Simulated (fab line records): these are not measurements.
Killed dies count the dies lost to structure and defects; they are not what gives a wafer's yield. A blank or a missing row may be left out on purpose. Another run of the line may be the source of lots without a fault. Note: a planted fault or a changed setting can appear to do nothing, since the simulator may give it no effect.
Which of the tools did it? :: flow sky130 :: 14 lots with 42 wafers sampled at 5 steps, on a route of 708 steps

== WHAT THE GAUGES READ, wafer by wafer ==
SKY_PASSIVATION_THK_MEAS_01.
lot: L381
measured: day 43 11:19
on: film_metro-02
PASSIVATION_CVD_00_THK (nm): 88.7 89.5 90.4

lot: L382
measured: day 43 15:19
on: film_metro-04
PASSIVATION_CVD_00_THK (nm): 89.7 92.2 91.5

lot: L383
measured: day 44 03:14
on: film_metro-03
PASSIVATION_CVD_00_THK (nm): 89.9 89.0 90.7

lot: L384
measured: day 44 10:15
on: film_metro-03
PASSIVATION_CVD_00_THK (nm): 90.3 91.2 91.0

lot: L385
measured: day 44 12:28
on: film_metro-04
PASSIVATION_CVD_00_THK (nm): 89.0 88.9 87.8

lot: L386
measured: day 46 03:08
on: film_metro-04
PASSIVATION_CVD_00_THK (nm): 90.7 90.3 91.5

lot: L388
measured: day 46 04:57
on: film_metro-03
PASSIVATION_CVD_00_THK (nm): 88.7 88.7 90.2

lot: L392
measured: day 47 03:56
on: film_metro-04
PASSIVATION_CVD_00_THK (nm): 90.3 88.6 89.2

lot: L395
measured: day 47 18:30
on: film_metro-04
PASSIVATION_CVD_00_THK (nm): 89.3 90.2 90.6

lot: L399
measured: day 48 19:59
on: film_metro-04
PASSIVATION_CVD_00_THK (nm): 88.0 90.0 90.2

lot: L400
measured: day 49 02:22
on: film_metro-02
PASSIVATION_CVD_00_THK (nm): 89.8 90.0 91.3

lot: L402
measured: day 49 14:22
on: film_metro-02
PASSIVATION_CVD_00_THK (nm): 88.5 91.1 90.5

lot: L403
measured: day 49 15:55
on: film_metro-02
PASSIVATION_CVD_00_THK (nm): 88.4 88.6 89.3

lot: L404
measured: day 50 02:11
on: film_metro-04
PASSIVATION_CVD_00_THK (nm): 88.4 88.7 89.5

== TOOL THAT RAN EACH LOT (tool first, then ch and the chambers of the sampled wafers, then the start) ==
lot: L381
SKY_METAL4_STRIP_19: plasma_asher-03 ch 0,1, day 41 09:38
SKY_VIA4_STRIP_13: plasma_asher-03 ch 0,1, day 42 10:46
SKY_METAL5_METAL_ETCH_15: rie_metal-04 ch 0,1, day 43 10:27
SKY_METAL5_STRIP_16: plasma_asher-01 ch 0,1, day 43 10:41

lot: L382
SKY_METAL4_STRIP_19: plasma_asher-04 ch 0,1, day 41 16:05
SKY_VIA4_STRIP_13: plasma_asher-03 ch 0,1, day 42 14:49
SKY_METAL5_METAL_ETCH_15: rie_metal-04 ch 0,1, day 43 14:28
SKY_METAL5_STRIP_16: plasma_asher-02 ch 0,1, day 43 14:39

lot: L383
SKY_METAL4_STRIP_19: plasma_asher-03 ch 0,1, day 42 02:18
SKY_VIA4_STRIP_13: plasma_asher-01 ch 0,1, day 43 03:14
SKY_METAL5_METAL_ETCH_15: rie_metal-02 ch 0,1, day 44 02:23
SKY_METAL5_STRIP_16: plasma_asher-01 ch 0,1, day 44 02:37

lot: L384
SKY_METAL4_STRIP_19: plasma_asher-02 ch 0,1, day 42 07:59
SKY_VIA4_STRIP_13: plasma_asher-01 ch 0,1, day 43 09:32
SKY_METAL5_METAL_ETCH_15: rie_metal-01 ch 0,1, day 44 09:22
SKY_METAL5_STRIP_16: plasma_asher-02 ch 0,1, day 44 09:35

lot: L385
SKY_METAL4_STRIP_19: plasma_asher-02 ch 0,1, day 42 13:29
SKY_VIA4_STRIP_13: plasma_asher-04 ch 0,1, day 43 12:13
SKY_METAL5_METAL_ETCH_15: rie_metal-02 ch 0,1, day 44 11:37
SKY_METAL5_STRIP_16: plasma_asher-03 ch 0,1, day 44 11:50

lot: L386
SKY_METAL4_STRIP_19: plasma_asher-03 ch 0,1, day 44 05:53
SKY_VIA4_STRIP_13: plasma_asher-04 ch 0,1, day 45 04:34
SKY_METAL5_METAL_ETCH_15: rie_metal-01 ch 0,1, day 46 02:17
SKY_METAL5_STRIP_16: plasma_asher-02 ch 0,1, day 46 02:31

lot: L388
SKY_METAL4_STRIP_19: plasma_asher-03 ch 0,1, day 44 06:53
SKY_VIA4_STRIP_13: plasma_asher-04 ch 0,1, day 45 06:01
SKY_METAL5_METAL_ETCH_15: rie_metal-02 ch 0,1, day 46 04:04
SKY_METAL5_STRIP_16: plasma_asher-01 ch 0,1, day 46 04:17

lot: L392
SKY_METAL4_STRIP_19: plasma_asher-04 ch 0,1, day 45 07:04
SKY_VIA4_STRIP_13: plasma_asher-04 ch 0,1, day 46 05:15
SKY_METAL5_METAL_ETCH_15: rie_metal-02 ch 0,1, day 47 03:08
SKY_METAL5_STRIP_16: plasma_asher-03 ch 0,1, day 47 03:20

lot: L395
SKY_METAL4_STRIP_19: plasma_asher-04 ch 1, day 45 22:39
SKY_VIA4_STRIP_13: plasma_asher-04 ch 0, day 46 19:58
SKY_METAL5_METAL_ETCH_15: rie_metal-02 ch 0,1, day 47 17:39
SKY_METAL5_STRIP_16: plasma_asher-03 ch 0,1, day 47 17:53

lot: L399
SKY_METAL4_STRIP_19: plasma_asher-02 ch 0,1, day 47 01:08
SKY_VIA4_STRIP_13: plasma_asher-03 ch 0,1, day 47 22:56
SKY_METAL5_METAL_ETCH_15: rie_metal-04 ch 0,1, day 48 19:08
SKY_METAL5_STRIP_16: plasma_asher-02 ch 0,1, day 48 19:20

lot: L400
SKY_METAL4_STRIP_19: plasma_asher-03 ch 0,1, day 47 09:17
SKY_VIA4_STRIP_13: plasma_asher-01 ch 0,1, day 48 06:25
SKY_METAL5_METAL_ETCH_15: rie_metal-04 ch 0,1, day 49 01:26
SKY_METAL5_STRIP_16: plasma_asher-03 ch 0,1, day 49 01:40

lot: L402
SKY_METAL4_STRIP_19: plasma_asher-03 ch 0,1, day 47 22:17
SKY_VIA4_STRIP_13: plasma_asher-01 ch 0,1, day 48 18:15
SKY_METAL5_METAL_ETCH_15: rie_metal-01 ch 0,1, day 49 13:35
SKY_METAL5_STRIP_16: plasma_asher-02 ch 0,1, day 49 13:46

lot: L403
SKY_METAL4_STRIP_19: plasma_asher-04 ch 0, day 47 23:59
SKY_VIA4_STRIP_13: plasma_asher-01 ch 1, day 48 20:14
SKY_METAL5_METAL_ETCH_15: rie_metal-01 ch 0,1, day 49 15:04
SKY_METAL5_STRIP_16: plasma_asher-03 ch 1, day 49 15:18

lot: L404
SKY_METAL4_STRIP_19: plasma_asher-03 ch 0,1, day 48 11:45
SKY_VIA4_STRIP_13: plasma_asher-03 ch 0,1, day 49 06:22
SKY_METAL5_METAL_ETCH_15: rie_metal-04 ch 0,1, day 50 01:12
SKY_METAL5_STRIP_16: plasma_asher-01 ch 0,1, day 50 01:26
- SKY_METAL4_STRIP_19: strips in O2/N2.
- SKY_VIA4_STRIP_13: strips in O2/N2.
- SKY_METAL5_METAL_ETCH_15: etches the open film in Cl2/BCl3, stops on SiO2, target depth 1260 nm, time 252 s.
- SKY_METAL5_STRIP_16: strips in O2/N2.

== WHAT THE TOOLS THEMSELVES READ (means of the sampled wafers that have a number; where no wafer has one, the mark that the record gives instead) ==
SKY_METAL4_STRIP_19.
lot: L381
tool: plasma_asher-03
drypump_motor_current_A (A): 5.4
oes_product_au (a.u.): 0.495
strip_time_to_endpoint_s (s): 6.42

lot: L382
tool: plasma_asher-04
drypump_motor_current_A (A): 5.8
oes_product_au (a.u.): 0.498
strip_time_to_endpoint_s (s): 6.42

lot: L383
tool: plasma_asher-03
drypump_motor_current_A (A): 5.4
oes_product_au (a.u.): 0.494
strip_time_to_endpoint_s (s): 6.44

lot: L384
tool: plasma_asher-02
drypump_motor_current_A (A): 5.3
oes_product_au (a.u.): 0.510
strip_time_to_endpoint_s (s): 6.61

lot: L385
tool: plasma_asher-02
drypump_motor_current_A (A): 5.7
oes_product_au (a.u.): 0.499
strip_time_to_endpoint_s (s): 6.50

lot: L386
tool: plasma_asher-03
drypump_motor_current_A (A): 5.5
oes_product_au (a.u.): 0.506
strip_time_to_endpoint_s (s): 6.56

lot: L388
tool: plasma_asher-03
drypump_motor_current_A (A): 5.5
oes_product_au (a.u.): 0.507
strip_time_to_endpoint_s (s): 6.51

lot: L392
tool: plasma_asher-04
drypump_motor_current_A (A): 5.8
oes_product_au (a.u.): 0.507
strip_time_to_endpoint_s (s): 6.58

lot: L395
tool: plasma_asher-04
drypump_motor_current_A (A): 5.8
oes_product_au (a.u.): 0.503
strip_time_to_endpoint_s (s): 6.52

lot: L399
tool: plasma_asher-02
drypump_motor_current_A (A): 5.7
oes_product_au (a.u.): 0.501
strip_time_to_endpoint_s (s): 6.52

lot: L400
tool: plasma_asher-03
drypump_motor_current_A (A): 5.4
oes_product_au (a.u.): 0.502
strip_time_to_endpoint_s (s): 6.59

lot: L402
tool: plasma_asher-03
drypump_motor_current_A (A): 5.5
oes_product_au (a.u.): 0.499
strip_time_to_endpoint_s (s): 6.50

lot: L403
tool: plasma_asher-04
drypump_motor_current_A (A): 5.8
oes_product_au (a.u.): 0.509
strip_time_to_endpoint_s (s): 6.61

lot: L404
tool: plasma_asher-03
drypump_motor_current_A (A): 5.4
oes_product_au (a.u.): 0.512
strip_time_to_endpoint_s (s): 6.67

SKY_VIA4_STRIP_13.
lot: L381
tool: plasma_asher-03
drypump_motor_current_A (A): 5.42
oes_product_au (a.u.): 0.712
strip_time_to_endpoint_s (s): 12.80

lot: L382
tool: plasma_asher-03
drypump_motor_current_A (A): 5.43
oes_product_au (a.u.): 0.710
strip_time_to_endpoint_s (s): 12.79

lot: L383
tool: plasma_asher-01
drypump_motor_current_A (A): 5.76
oes_product_au (a.u.): 0.707
strip_time_to_endpoint_s (s): 12.80

lot: L384
tool: plasma_asher-01
drypump_motor_current_A (A): 5.62
oes_product_au (a.u.): 0.706
strip_time_to_endpoint_s (s): 12.85

lot: L385
tool: plasma_asher-04
drypump_motor_current_A (A): 5.83
oes_product_au (a.u.): 0.706
strip_time_to_endpoint_s (s): 12.80

lot: L386
tool: plasma_asher-04
drypump_motor_current_A (A): 5.82
oes_product_au (a.u.): 0.709
strip_time_to_endpoint_s (s): 12.81

lot: L388
tool: plasma_asher-04
drypump_motor_current_A (A): 5.84
oes_product_au (a.u.): 0.709
strip_time_to_endpoint_s (s): 12.77

lot: L392
tool: plasma_asher-04
drypump_motor_current_A (A): 5.81
oes_product_au (a.u.): 0.713
strip_time_to_endpoint_s (s): 12.80

lot: L395
tool: plasma_asher-04
drypump_motor_current_A (A): 5.85
oes_product_au (a.u.): 0.713
strip_time_to_endpoint_s (s): 12.79

lot: L399
tool: plasma_asher-03
drypump_motor_current_A (A): 5.45
oes_product_au (a.u.): 0.710
strip_time_to_endpoint_s (s): 12.81

lot: L400
tool: plasma_asher-01
drypump_motor_current_A (A): 5.62
oes_product_au (a.u.): 0.713
strip_time_to_endpoint_s (s): 12.82

lot: L402
tool: plasma_asher-01
drypump_motor_current_A (A): 5.60
oes_product_au (a.u.): 0.704
strip_time_to_endpoint_s (s): 12.89

lot: L403
tool: plasma_asher-01
drypump_motor_current_A (A): 5.89
oes_product_au (a.u.): 0.708
strip_time_to_endpoint_s (s): 12.82

lot: L404
tool: plasma_asher-03
drypump_motor_current_A (A): 5.44
oes_product_au (a.u.): 0.710
strip_time_to_endpoint_s (s): 12.78

SKY_METAL5_METAL_ETCH_15.
lot: L381
tool: rie_metal-04
bias_w (W): 48.60
drypump_motor_current_A (A): 5.8
oes_product_au (a.u.): 0.903
rf_fwd_power_W (W): 896.6
throttle_valve_pct (%): 22.256

lot: L382
tool: rie_metal-04
bias_w (W): 48.49
drypump_motor_current_A (A): 5.9
oes_product_au (a.u.): 0.901
rf_fwd_power_W (W): 898.1
throttle_valve_pct (%): 22.277

lot: L383
tool: rie_metal-02
bias_w (W): 48.48
drypump_motor_current_A (A): 5.0
oes_product_au (a.u.): 0.903
rf_fwd_power_W (W): 895.7
throttle_valve_pct (%): 22.261

lot: L384
tool: rie_metal-01
bias_w (W): 48.32
drypump_motor_current_A (A): 5.4
oes_product_au (a.u.): 0.904
rf_fwd_power_W (W): 895.1
throttle_valve_pct (%): 22.262

lot: L385
tool: rie_metal-02
bias_w (W): 48.52
drypump_motor_current_A (A): 5.0
oes_product_au (a.u.): 0.902
rf_fwd_power_W (W): 898.2
throttle_valve_pct (%): 22.260

lot: L386
tool: rie_metal-01
bias_w (W): 48.45
drypump_motor_current_A (A): 5.4
oes_product_au (a.u.): 0.903
rf_fwd_power_W (W): 897.3
throttle_valve_pct (%): 22.265

lot: L388
tool: rie_metal-02
bias_w (W): 48.56
drypump_motor_current_A (A): 5.0
oes_product_au (a.u.): 0.899
rf_fwd_power_W (W): 898.7
throttle_valve_pct (%): 22.261

lot: L392
tool: rie_metal-02
bias_w (W): 48.54
drypump_motor_current_A (A): 5.0
oes_product_au (a.u.): 0.902
rf_fwd_power_W (W): 752.9
throttle_valve_pct (%): 22.264

lot: L395
tool: rie_metal-02
bias_w (W): 48.50
drypump_motor_current_A (A): 5.0
oes_product_au (a.u.): 0.896
rf_fwd_power_W (W): 753.5
throttle_valve_pct (%): 22.265

lot: L399
tool: rie_metal-04
bias_w (W): 48.55
drypump_motor_current_A (A): 5.9
oes_product_au (a.u.): 0.899
rf_fwd_power_W (W): 899.9
throttle_valve_pct (%): 22.266

lot: L400
tool: rie_metal-04
bias_w (W): 48.57
drypump_motor_current_A (A): 5.8
oes_product_au (a.u.): 0.901
rf_fwd_power_W (W): 898.7
throttle_valve_pct (%): 22.272

lot: L402
tool: rie_metal-01
bias_w (W): 48.57
drypump_motor_current_A (A): 5.4
oes_product_au (a.u.): 0.901
rf_fwd_power_W (W): 897.5
throttle_valve_pct (%): 22.264

lot: L403
tool: rie_metal-01
bias_w (W): 48.58
drypump_motor_current_A (A): 5.6
oes_product_au (a.u.): 0.899
rf_fwd_power_W (W): 898.6
throttle_valve_pct (%): 22.263

lot: L404
tool: rie_metal-04
bias_w (W): 48.51
drypump_motor_current_A (A): 5.9
oes_product_au (a.u.): 0.899
rf_fwd_power_W (W): 897.6
throttle_valve_pct (%): 22.264

SKY_METAL5_STRIP_16.
lot: L381
tool: plasma_asher-01
drypump_motor_current_A (A): 5.8
oes_product_au (a.u.): 0.710
strip_time_to_endpoint_s (s): 13.20

lot: L382
tool: plasma_asher-02
drypump_motor_current_A (A): 5.3
oes_product_au (a.u.): 0.712
strip_time_to_endpoint_s (s): 13.02

lot: L383
tool: plasma_asher-01
drypump_motor_current_A (A): 5.6
oes_product_au (a.u.): 0.714
strip_time_to_endpoint_s (s): 13.23

lot: L384
tool: plasma_asher-02
drypump_motor_current_A (A): 5.3
oes_product_au (a.u.): 0.712
strip_time_to_endpoint_s (s): 13.24

lot: L385
tool: plasma_asher-03
drypump_motor_current_A (A): 5.4
oes_product_au (a.u.): 0.715
strip_time_to_endpoint_s (s): 13.21

lot: L386
tool: plasma_asher-02
drypump_motor_current_A (A): 5.7
oes_product_au (a.u.): 0.704
strip_time_to_endpoint_s (s): 13.06

lot: L388
tool: plasma_asher-01
drypump_motor_current_A (A): 5.6
oes_product_au (a.u.): 0.714
strip_time_to_endpoint_s (s): 13.19

lot: L392
tool: plasma_asher-03
drypump_motor_current_A (A): 5.4
oes_product_au (a.u.): 0.715
strip_time_to_endpoint_s (s): 14.35

lot: L395
tool: plasma_asher-03
drypump_motor_current_A (A): 5.4
oes_product_au (a.u.): 0.707
strip_time_to_endpoint_s (s): 14.53

lot: L399
tool: plasma_asher-02
drypump_motor_current_A (A): 5.3
oes_product_au (a.u.): 0.707
strip_time_to_endpoint_s (s): 13.18

lot: L400
tool: plasma_asher-03
drypump_motor_current_A (A): 5.5
oes_product_au (a.u.): 0.711
strip_time_to_endpoint_s (s): 13.11

lot: L402
tool: plasma_asher-02
drypump_motor_current_A (A): 5.3
oes_product_au (a.u.): 0.713
strip_time_to_endpoint_s (s): 13.17

lot: L403
tool: plasma_asher-03
drypump_motor_current_A (A): 5.5
oes_product_au (a.u.): 0.707
strip_time_to_endpoint_s (s): 13.19

lot: L404
tool: plasma_asher-01
drypump_motor_current_A (A): 5.7
oes_product_au (a.u.): 0.711
strip_time_to_endpoint_s (s): 12.97

== THE ANSWER, worked out from the rows above alone ==
Rule: what is usual is taken from the lots themselves. The widest of any qualifying gaps counts: lots, ordered by their means at a reading, are off when they make up no more than a third of the lots, leave a main group of 4 or more, and stand apart from it by 3 or more times the standard deviation of that group's means. If all means in a main group match to the digits the tables above print for the reading, that group is not used. A lot without any number at a reading at which 4 lots or more have one is off too. The other lots that the step has rows for count as sound. First the gauges in route order, then the tools' own readings, where a lot's mean is used as printed above. The first step at which some lot is off is used, and at that step the reading that is off furthest; a lot without a number counts as furthest.
Off: L392, L395 (SKY_METAL5_METAL_ETCH_15, rf_fwd_power_W). For the main group the mean is 897.7 W and the standard deviation 1.3.
A tool fits if, at that step or a process step before it, it ran every lot that is off, and no sound lot after the first of them. Undecided on this evidence; 2 tools fit (plasma_asher-04 at SKY_VIA4_STRIP_13, rie_metal-02 at SKY_METAL5_METAL_ETCH_15).

== WHAT THE SIMULATOR HAD INSERTED ==
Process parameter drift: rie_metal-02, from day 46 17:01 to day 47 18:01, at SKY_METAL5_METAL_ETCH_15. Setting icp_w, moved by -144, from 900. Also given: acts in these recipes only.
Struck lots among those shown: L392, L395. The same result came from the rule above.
